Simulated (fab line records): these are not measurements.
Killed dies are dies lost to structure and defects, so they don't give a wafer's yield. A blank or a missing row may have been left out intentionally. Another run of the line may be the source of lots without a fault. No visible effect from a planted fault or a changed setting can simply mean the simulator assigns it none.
The tool behind it: which one?	flow sky130	18 wafers from 6 lots sampled at 4 of the route's 708 steps

## WHAT THE GAUGES SHOWED, per wafer
SKY_PWDE_TW_MEAS_10.
lot	measured	on	PWDE_TW
L402	day 5 04:54	film-metro-03	465 464 461 464 465 461
L406	day 5 13:15	film-metro-02	375 375 374
L412	day 6 21:01	film-metro-03	466 466 465 466 467 467
L415	day 7 14:55	film-metro-03	377 377 376
L418	day 8 08:34	film-metro-01	385 385 385
L420	day 8 17:46	film-metro-02	374 373 373

## WHAT TOOL EACH LOT RAN ON (gives the tool, then ch and the chambers of the sampled wafers, and finally the start)
lot	SKY_FIELD_ISO_ETCH_17	SKY_FIELD_ISO_CMP_27	SKY_PWDE_IMPLANT_08
L402	rie-si-01 ch 0,1,2, day 2 20:50	cmp-01 ch 0,2,3, day 3 11:43	implanter-03 ch 0, day 5 04:17
L406	rie-si-02 ch 1,2,3, day 3 18:02	cmp-01 ch 0,1,2, day 3 23:35	implanter-02 ch 0, day 5 13:00
L412	rie-si-02 ch 0,2, day 5 00:49	cmp-02 ch 0,3, day 5 04:55	implanter-03 ch 0, day 6 20:28
L415	rie-si-01 ch 1,2,3, day 5 17:44	cmp-01 ch 0,1,3, day 5 21:38	implanter-03 ch 0, day 7 14:40
L418	rie-si-01 ch 2,3, day 6 08:13	cmp-01 ch 1,3, day 6 13:11	implanter-02 ch 0, day 8 08:21
L420	rie-si-01 ch 0,2,3, day 6 17:59	cmp-01 ch 1,2, day 6 23:08	implanter-02 ch 0, day 8 17:30
- SKY_FIELD_ISO_ETCH_17: etches Si in HBr/Cl2/O2, target depth 342 nm, time 97.7 s.
- SKY_FIELD_ISO_CMP_27: polishes, stops on Si3N4, t overpolish 16 s, target thk 457.8 nm.
- SKY_PWDE_IMPLANT_08

## THE ANSWER, worked out from the rows above alone
Rule: what is usual is taken from the lots themselves. The widest of any qualifying gaps counts: lots, ordered by their means at a reading, are off when they make up no more than a third of the lots, leave a main group of 4 or more, and stand apart from it by 3 or more times the standard deviation of that group's means. The tables above print the reading to a certain number of digits; a main group whose means all agree to those digits is not used. A lot without any number at a reading at which 4 lots or more have one is off too. Where the step has rows for the other lots, those lots are counted as sound.
Off: at SKY_PWDE_TW_MEAS_10 (PWDE_TW), L402, L412. Mean 377 and standard deviation 4.5 in the main group.
A tool fits if, at a process step before that reading, it ran every lot that is off, and no sound lot after the first of them. The gauges at SKY_PWDE_TW_MEAS_10 are tried like those tools. None of those tried fits.

## WHAT THE SIMULATOR PUT IN
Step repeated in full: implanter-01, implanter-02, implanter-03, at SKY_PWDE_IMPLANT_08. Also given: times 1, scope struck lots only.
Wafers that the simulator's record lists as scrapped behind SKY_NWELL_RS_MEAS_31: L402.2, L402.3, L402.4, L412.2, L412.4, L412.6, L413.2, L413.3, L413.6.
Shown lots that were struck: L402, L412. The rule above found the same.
